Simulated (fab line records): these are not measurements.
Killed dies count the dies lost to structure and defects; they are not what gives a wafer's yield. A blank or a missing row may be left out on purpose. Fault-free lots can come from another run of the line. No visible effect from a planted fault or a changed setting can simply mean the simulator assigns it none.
Comparing a struck lot with a sound one -- flow sky130 -- 28 out of 708 route steps
Sound: wafers L602.2, L602.3, L602.6. Struck: wafer L612.2 (L612.1, L612.3, from the same lot, were not struck and are left out); the cause is given at the end.
For every step that has rows: the tool of each side, followed by ch and its chambers, followed by its first start. Under that, the readings that differ: sound wafers -- struck wafers -- difference of the means -- sigmas: that difference in standard deviations of wafers without a fault.
alike: a reading whose means differ by less than 2 such deviations, as well as words and numbers matching on both sides. not compared: withheld readings; readings where some wafer has no value; bounds like >300 that might hide an equal value; numbers whose values overlap and for which the record gives no deviation.
A row with sigmas, a row that says differs or no value, or rows on one side alone: a step with any of these is where the two part. Numbers that have no deviation but don't overlap get no sigmas and don't part them. A reading that every wafer of one side lacks parts them only if that side has two wafers or more.

first, 1 step without rows for these wafers: SKY_VIA4_ETCH_12 (etches SiO2 in C4F8/O2/Ar, stops on TiN, target depth 580 nm).
SKY_VIA4_STRIP_13: strips in O2/N2.
  sound on plasma asher-02 ch 0, day 44 17:57; struck on plasma asher-02 ch 0, day 47 16:12
reading,sound,struck,difference,sigmas
oes product au (a.u.),0.710 0.710 0.709,0.720,+0.010,+2
  alike: drypump motor current A, n2 flow sccm, strip time to endpoint s
  not compared: rf hours counter h
then, 3 steps without rows for these wafers: SKY_VIA4_STRIP_14 (strips in post etch residue remover, time 1200 s); SKY_VIA4_CLEAN_15 (cleans in IPA, time 180 s); SKY_VIA4_CLEAN_16 (cleans in O3/DIW).
SKY_VIA4_SPUTTER_17: material TiN, target thk 20 nm, time 80 s.
  struck on pvd sputter-01, day 47 16:49; sound on pvd sputter-02, day 44 19:02
  alike: throttle valve pct
then, 1 step without rows for these wafers: SKY_VIA4_CVD_18 (deposits W, target thk 505 nm, time 152.14 s).
SKY_VIA4_RS_MEAS_19: a four-point-probe measurement.
  struck on film metro-03, day 47 17:10; sound on film metro-01, day 44 19:17
  alike: VIA4_W_RS
SKY_VIA4_THK_MEAS_20: measures by xrf.
  struck on film metro-03, day 47 17:17; sound on film metro-01, day 44 19:23
  alike: VIA4_W_THK
then, 1 step without rows for these wafers: SKY_VIA4_CMP_21 (polishes, stops on SiO2, t overpolish 25 s, target thk 0 nm).
SKY_METAL5_SPUTTER_00: material Ti, target thk 15 nm, time 10 s.
  struck on pvd sputter-01, day 47 17:39; sound on pvd sputter-01, day 44 19:44
  alike: throttle valve pct
then, 1 step without rows for these wafers: SKY_METAL5_SPUTTER_01 (material TiN, target thk 20 nm, time 16.7 s).
SKY_METAL5_SPUTTER_02: material AlCu, target thk 1150 nm, time 61.2 s.
  struck on pvd sputter-01, day 47 17:42; sound on pvd sputter-01, day 44 19:47
  alike: throttle valve pct
SKY_METAL5_SPUTTER_03: material Ti, target thk 5 nm, time 3.3 s.
  struck on pvd sputter-01, day 47 17:45; sound on pvd sputter-01, day 44 19:50
  alike: throttle valve pct
then, 1 step without rows for these wafers: SKY_METAL5_SPUTTER_04 (material TiN, target thk 70 nm, time 58.3 s).
SKY_METAL5_RS_MEAS_05: a four-point-probe measurement.
  struck on film metro-03, day 47 17:49; sound on film metro-02, day 44 19:55
reading,sound,struck,difference,sigmas
METAL5_ALCU_RS (ohm/sq),0.0273 0.0273 0.0273,0.0324,+0.0051,+16
SKY_METAL5_THK_MEAS_06: measures by xrf.
  struck on film metro-03, day 47 17:56; sound on film metro-02, day 44 20:02
reading,sound,struck,difference,sigmas
METAL5_ALCU_THK (nm),1141 1139 1145,1006,-136,-10
then, 8 steps without rows for these wafers: SKY_METAL5_DEHYDRATE_07 (time 60 s); SKY_METAL5_HMDS_08 (prime time 60 s); SKY_METAL5_COAT_09 (resist thk 1800 nm); SKY_METAL5_SOFTBAKE_10 (time 60 s); SKY_METAL5_EXPOSE_11 (exposes mask MM5, target cd 1600 nm); SKY_METAL5_PEB_12; SKY_METAL5_DEVELOP_13 (develop time 60 s); SKY_METAL5_DESCUM_14 (chemistry O2, time 11 s).
SKY_METAL5_METAL_ETCH_15: etches the open film in Cl2/BCl3, stops on SiO2, target depth 1260 nm, time 252 s.
  sound on rie metal-01 ch 0,1, day 45 17:25; struck on rie metal-01 ch 0, day 48 12:50
reading,sound,struck,difference,sigmas
oes product au (a.u.),0.897 0.900 0.884,0.826,-0.068,-13
  alike: bcl3 flow sccm, drypump motor current A, throttle valve pct
  not compared: rf hours counter h
SKY_METAL5_STRIP_16: strips in O2/N2.
  sound on plasma asher-01 ch 0,1, day 45 17:38; struck on plasma asher-04 ch 1, day 48 13:04
  alike: drypump motor current A, n2 flow sccm, oes product au, strip time to endpoint s
  not compared: rf hours counter h
SKY_PAD_OPEN_PROBE_99:
  struck on prober-01, day 50 02:39; sound on prober-02, day 47 13:07
reading,sound,struck,difference,sigmas
model.etest.met5.rs ohm sq rim less centre,0.0005591 -0.0006375 -0.0004335,0.008476,+0.008647,
  alike: defect limited yield, killed_at_M0_to_M3, killed_at_M4_up, killed at contacts, killed at front end, killed at other, killed dies, killed open, killed short, sort_bin_3_pad_short, sort_bin_5_function, sort_bin_6_memory, sort n pass, sort yield pct

== WHERE THEY PART ==
First at SKY_VIA4_STRIP_13; last, within this record, at SKY_METAL5_METAL_ETCH_15. Later steps at which nothing parts them and some readings are alike: SKY_METAL5_STRIP_16, SKY_PAD_OPEN_PROBE_99.

WHY: what had been put in by the simulator
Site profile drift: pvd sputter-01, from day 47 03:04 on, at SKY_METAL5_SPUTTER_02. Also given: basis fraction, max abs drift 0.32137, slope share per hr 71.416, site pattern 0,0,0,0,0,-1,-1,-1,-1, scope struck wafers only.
